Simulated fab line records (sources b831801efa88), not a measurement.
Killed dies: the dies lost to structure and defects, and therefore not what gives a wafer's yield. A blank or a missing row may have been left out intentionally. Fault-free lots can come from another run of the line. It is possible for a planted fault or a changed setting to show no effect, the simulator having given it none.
Comparing a struck lot with a sound one || flow sfq-line || 25 steps out of a route of 325
Sound: the wafers L903.1, L903.4, L903.6. Struck: wafers L909.2, L909.5, L909.6. The cause is given at the end.
At each step with rows: each side's tool, then ch and its chambers, then its first start. Under that, the readings that differ: sound wafers || struck wafers || difference of the means || sigmas: that difference in standard deviations of wafers without a fault.
alike: a reading whose means differ by less than 2 such deviations, as well as words and numbers matching on both sides. not compared: withheld readings; readings where some wafer has no value; bounds like >300 that might hide an equal value; numbers whose values overlap and for which the record gives no deviation.
The two part at a step that has a row with sigmas, a row that says differs or no value, or rows on one side only. Numbers that don't overlap but have no deviation are shown without sigmas and don't part them. Lack of a reading on every wafer of one side parts them only where that side has two or more wafers.

first, 6 steps without rows for these wafers: SFQ_TRILAYER_M7_LITHO_COAT_182 (resist thk 62 nm); SFQ_TRILAYER_M7_LITHO_COAT_177 (resist thk 600 nm); SFQ_TRILAYER_M7_LITHO_SOFTBAKE_181; SFQ_TRILAYER_M7_LITHO_EXPOSE_178 (exposes mask M7, target cd 500 nm); SFQ_TRILAYER_M7_LITHO_PEB_180 (peb time 60 s); SFQ_TRILAYER_M7_LITHO_DEVELOP_179 (time 60 s).
SFQ_M7_OVL_MEAS_945:
  sound on overlay-01 at day 66 18:13; struck on overlay-01 at day 68 13:24
  alike: M7_OVL
SFQ_TRILAYER_M7_BARC_OPEN_METAL_ETCH_229: etches BARC in O2, target depth 125 nm, time 41.7 s.
  sound on rie-metal-04 ch 0,1, day 66 18:16; struck on rie-metal-02 ch 0,1, day 68 13:26
  alike: drypump-motor-current-A, oes-product-au
  not compared: rf-hours-counter-h
then, 1 step without rows for these wafers: SFQ_TRILAYER_M7_ETCH_METAL_ETCH_180 (etches Nb in Cl2/Ar, stops on SiO2, target depth 240 nm, time 120 s).
SFQ_TRILAYER_M7_STRIP_STRIP_181: strips in O2.
  sound on rie-metal-04 ch 0,1, day 66 18:26; struck on rie-metal-02 ch 0,1, day 68 13:37
  alike: drypump-motor-current-A, oes-product-au
  not compared: rf-hours-counter-h
then, 1 step without rows for these wafers: SFQ_TRILAYER_M7_STRIP_SOLV_CLEAN_182 (cleans in NMP, time 600 s).
SFQ_TRILAYER_I7_DEP_PECVD_183: deposits SiO2 from SiH4/N2O, time 111.11 s, target thk 500 nm.
  sound on pecvd-01 ch 2, day 66 19:14; struck on pecvd-01 ch 0,1,2, day 68 14:23
  alike: heater-power-w, throttle-valve-pct
SFQ_TRILAYER_I7_CMP_CMP_184: polishes SiO2.
  sound on cmp-01 ch 2,3, day 66 19:21; struck on cmp-01 ch 0,1,2, day 68 20:19
{"reading": "model.SiO2_of_TRILAYER_I7_DEP_PECVD_183.thk-nm (nm)", "sound": "200.2 199.1 201.4", "struck": "220.8 219.9 221.4", "difference": "+20.5", "sigmas": ""}
  alike: motor-current-A, platen-rpm, time-to-endpoint-s
SFQ_I7_BOW_MEAS_946:
  sound on film-metro-03 at day 66 22:21; struck on film-metro-04 at day 68 23:10
{"reading": "I7_BOW (um)", "sound": "8 0 -1", "struck": "- - -", "difference": "no value on the struck wafers", "sigmas": ""}
SFQ_TRILAYER_I7_METRO_MEASURE_185:
  sound on film-metro-03 at day 66 22:28; struck on film-metro-04 at day 69 06:26
{"reading": "thk-nm (nm)", "sound": "200.2 199.1 201.6", "struck": "220.9 219.6 221.5", "difference": "+20.4", "sigmas": "+23"}
then, 6 steps without rows for these wafers: SFQ_TRILAYER_I7_VIA_LITHO_COAT_192 (resist thk 62 nm); SFQ_TRILAYER_I7_VIA_LITHO_COAT_187 (resist thk 650 nm); SFQ_TRILAYER_I7_VIA_LITHO_SOFTBAKE_191; SFQ_TRILAYER_I7_VIA_LITHO_EXPOSE_188 (exposes mask I7, target cd 1000 nm); SFQ_TRILAYER_I7_VIA_LITHO_PEB_190 (peb time 60 s); SFQ_TRILAYER_I7_VIA_LITHO_DEVELOP_189 (time 60 s).
-- the record jumps here: 2 days lie between the struck wafers' starts before and after --
SFQ_I7_OVL_MEAS_947:
  sound on overlay-02 at day 67 03:37; struck on overlay-01 at day 71 18:25
{"reading": "I7_OVL (nm)", "sound": "-11 -5 -7", "struck": "4 9 2", "difference": "+13", "sigmas": "+3"}
SFQ_TRILAYER_I7_VIA_BARC_OPEN_VIA_ETCH_260: etches BARC in O2, target depth 125 nm, time 41.7 s.
  sound on rie-diel-02 ch 0,1,2, day 67 03:40; struck on rie-diel-04 ch 1,2,3, day 71 18:27
  alike: drypump-motor-current-A, oes-product-au
  not compared: rf-hours-counter-h
SFQ_TRILAYER_I7_VIA_ETCH_VIA_ETCH_190: etches SiO2 in CHF3, stops on Nb, target depth 260 nm.
  sound on rie-diel-02 ch 0,1,2, day 67 03:42; struck on rie-diel-04 ch 1,2,3, day 71 18:29
{"reading": "oes-product-au (a.u.)", "sound": "0.863 0.852 0.850", "struck": "0.907 0.907 0.903", "difference": "+0.051", "sigmas": "+10"}
{"reading": "model.I7.feature-depth-nm (nm)", "sound": "200.2 199.1 201.4", "struck": "220.8 219.9 221.5", "difference": "+20.5", "sigmas": ""}
{"reading": "model.etch.depth-nm (nm)", "sound": "200.2 199.1 201.4", "struck": "220.8 219.9 221.4", "difference": "+20.5", "sigmas": ""}
  alike: drypump-motor-current-A
SFQ_TRILAYER_I7_VIA_STRIP_STRIP_191: strips in O2.
  sound on rie-metal-02 ch 0, day 67 03:49; struck on rie-metal-02 ch 0,1, day 71 18:37
{"reading": "drypump-motor-current-A (A)", "sound": "6.5 6.5 6.5", "struck": "5.2 6.5 5.2", "difference": -0.9, "sigmas": -2}
  alike: oes-product-au
  not compared: rf-hours-counter-h

== WHERE THEY PART ==
Earliest at SFQ_I7_BOW_MEAS_946; latest, in this record, at SFQ_TRILAYER_I7_VIA_STRIP_STRIP_191.

WHY: the cause the simulator had injected
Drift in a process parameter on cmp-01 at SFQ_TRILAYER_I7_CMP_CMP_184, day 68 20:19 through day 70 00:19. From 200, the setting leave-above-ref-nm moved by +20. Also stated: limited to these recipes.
